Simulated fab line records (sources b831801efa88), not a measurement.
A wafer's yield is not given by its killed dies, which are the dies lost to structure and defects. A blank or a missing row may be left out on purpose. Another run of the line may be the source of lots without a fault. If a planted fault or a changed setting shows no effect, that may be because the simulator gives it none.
Which tool is to blame?    flow gf180mcu    13 lots, 39 wafers sampled, at 4 steps of a route of 602

WHAT THE GAUGES READ, wafer by wafer
GF_STI_THK_MEAS_22. Usual: STI_OXIDATION_01_THK 15.0 nm, standard deviation 0.32.
lot   measured     on             STI_OXIDATION_01_THK (nm)  flag
L566  day 2 05:04  film_metro-04  15.5 15.2 15.2             
L567  day 2 11:49  film_metro-02  14.5 14.7 14.9             
L568  day 2 14:32  film_metro-03  15.0 14.8 15.1             
L569  day 2 19:17  film_metro-03  14.8 14.9 14.5             
L574  day 4 02:01  film_metro-02  15.2 15.3 15.4             
L581  day 5 13:11  film_metro-04  14.6 14.9 14.7             
L582  day 5 21:17  film_metro-04  15.4 15.4 15.3             
L583  day 5 21:19  film_metro-03  15.1 14.9 15.2             
L585  day 6 08:29  film_metro-02  15.0 14.9 15.1             
L586  day 6 10:35  film_metro-02  15.1 15.3 15.3             
L587  day 6 19:58  film_metro-02  14.3 14.7 14.8             
L588  day 6 23:44  film_metro-02  15.3 15.2 15.2             
L589  day 7 03:26  film_metro-04  15.0 14.7 15.0             

GF_NWELL_TW_MEAS_11. Usual: NWELL_TW 1570, standard deviation 19.
lot   measured     on             NWELL_TW        flag
L566  day 3 12:16  film_metro-01  1561 1558 1566  
L567  day 3 17:08  film_metro-03  1557 1566 1558  
L568  day 3 20:25  film_metro-01  1557 1562 1554  
L569  day 3 22:30  film_metro-04  1590 1599 1598  
L574  day 5 11:56  film_metro-01  1555 1546 1556  
L581  day 7 00:23  film_metro-04  1596 1599 1596  
L582  day 7 08:22  film_metro-01  1560 1564 1560  
L583  day 7 08:24  film_metro-03  1558 1561 1553  
L585  day 7 17:22  film_metro-04  1596 1586 1583  
L586  day 7 20:07  film_metro-03  1558 1558 1558  
L587  day 8 07:14  film_metro-04  1607 1605 1599  
L588  day 8 10:47  film_metro-03  1554 1554 1552  
L589  day 8 14:07  film_metro-04  1604 1610 1608  

GF_VT_IMPLANT_TW_MEAS_32. Usual: VT_IMPLANT_3_TW 268, standard deviation 3.
lot   measured      on             VT_IMPLANT_3_TW  flag
L566  day 6 21:43   film_metro-04  273 274 272      
L567  day 7 03:29   film_metro-01  266 268 267      
L568  day 7 07:58   film_metro-01  267 267 267      
L569  day 7 10:27   film_metro-01  266 266 267      
L574  day 9 07:35   film_metro-01  265 265 265      
L581  day 11 07:38  film_metro-02  269 269 268      
L582  day 11 17:52  film_metro-04  274 273 272      
L583  day 11 17:35  film_metro-01  267 265 267      
L585  day 12 04:49  film_metro-02  267 268 267      
L586  day 12 05:25  film_metro-02  267 267 267      
L587  day 12 18:37  film_metro-01  266 267 266      
L588  day 13 00:56  film_metro-02  266 268 270      
L589  day 13 02:40  film_metro-01  265 266 265      

EACH LOT AND THE TOOL THAT RAN IT (in order: tool; ch and the chambers of the sampled wafers; start)
lot   GF_STI_WET_ETCH_26
L566  wet_bench-03 ch 0, day 2 05:34
L567  wet_bench-03 ch 0, day 2 12:18
L568  wet_bench-03 ch 0, day 2 15:02
L569  wet_bench-03 ch 1, day 2 19:46
L574  wet_bench-03 ch 1, day 4 02:29
L581  wet_bench-01 ch 2, day 5 13:40
L582  wet_bench-01 ch 2, day 5 21:46
L583  wet_bench-01 ch 1, day 5 21:46
L585  wet_bench-02 ch 3, day 6 08:58
L586  wet_bench-01 ch 2, day 6 11:05
L587  wet_bench-02 ch 3, day 6 20:27
L588  wet_bench-01 ch 0, day 7 00:13
L589  wet_bench-01 ch 0, day 7 03:56
- GF_STI_WET_ETCH_26: etches SiO2 in dHF, target depth 94 nm, time 188 s.

AS READ BY THE TOOLS THEMSELVES (means over the sampled wafers that have a number; for cases with no such wafer, the mark the record gives instead)
GF_STI_WET_ETCH_26. Usual: bath_heat_duty_pct 6.3 %, standard deviation 0.66; temp_c 25.01 C, standard deviation 0.1.
lot   tool          bath_heat_duty_pct (%)  temp_c (C)  flag
L566  wet_bench-03  6.1                     25.01       
L567  wet_bench-03  5.5                     25.04       
L568  wet_bench-03  5.6                     24.93       
L569  wet_bench-03  6.7                     24.95       
L574  wet_bench-03  13.4                    30.05       OFF
L581  wet_bench-01  6.1                     25.09       
L582  wet_bench-01  6.8                     25.05       
L583  wet_bench-01  6.3                     25.06       
L585  wet_bench-02  5.7                     25.08       
L586  wet_bench-01  6.4                     25.05       
L587  wet_bench-02  5.6                     25.08       
L588  wet_bench-01  6.1                     25.01       
L589  wet_bench-01  6.7                     24.97       

THE ANSWER, worked out from the rows above alone
Rule: lot off if the mean of its wafers having a number is beyond 3 standard deviations from the usual mean. Also off: a lot with no number at a reading for which 4 or more lots have one. The other lots that the step has rows for count as sound. After the gauges, taken in route order, come the tools' own readings; for these a lot's mean is taken, as printed above. The first step at which some lot is off is used, and at that step the reading that is off furthest; a lot without a number counts as furthest.
Off at GF_STI_WET_ETCH_26 (temp_c): L574.
A tool fits if, at that step or a process step before it, it ran every lot that is off, and no sound lot after the first of them. One candidate fits, namely wet_bench-03 at GF_STI_WET_ETCH_26. Its last sound lot is L569 (day 2 19:46), its first lot that is off L574 (day 4 02:29): a fault that began between those two fits.
The tool's own readings at GF_STI_WET_ETCH_26 bear it out: on the lots that are off they differ by more than 5 times the standard deviation of the sound lots' means. bath_heat_duty_pct reads 13.4 % there against 6.1 % on the sound lots; temp_c reads 30.05 C there against 25.03 C on the sound lots.

WHAT THE SIMULATOR HAD PUT IN
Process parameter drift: wet_bench-03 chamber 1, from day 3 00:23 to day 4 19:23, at GF_STI_WET_ETCH_26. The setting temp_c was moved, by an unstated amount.
Lots struck among those shown: L574. The rule above reached the same finding.
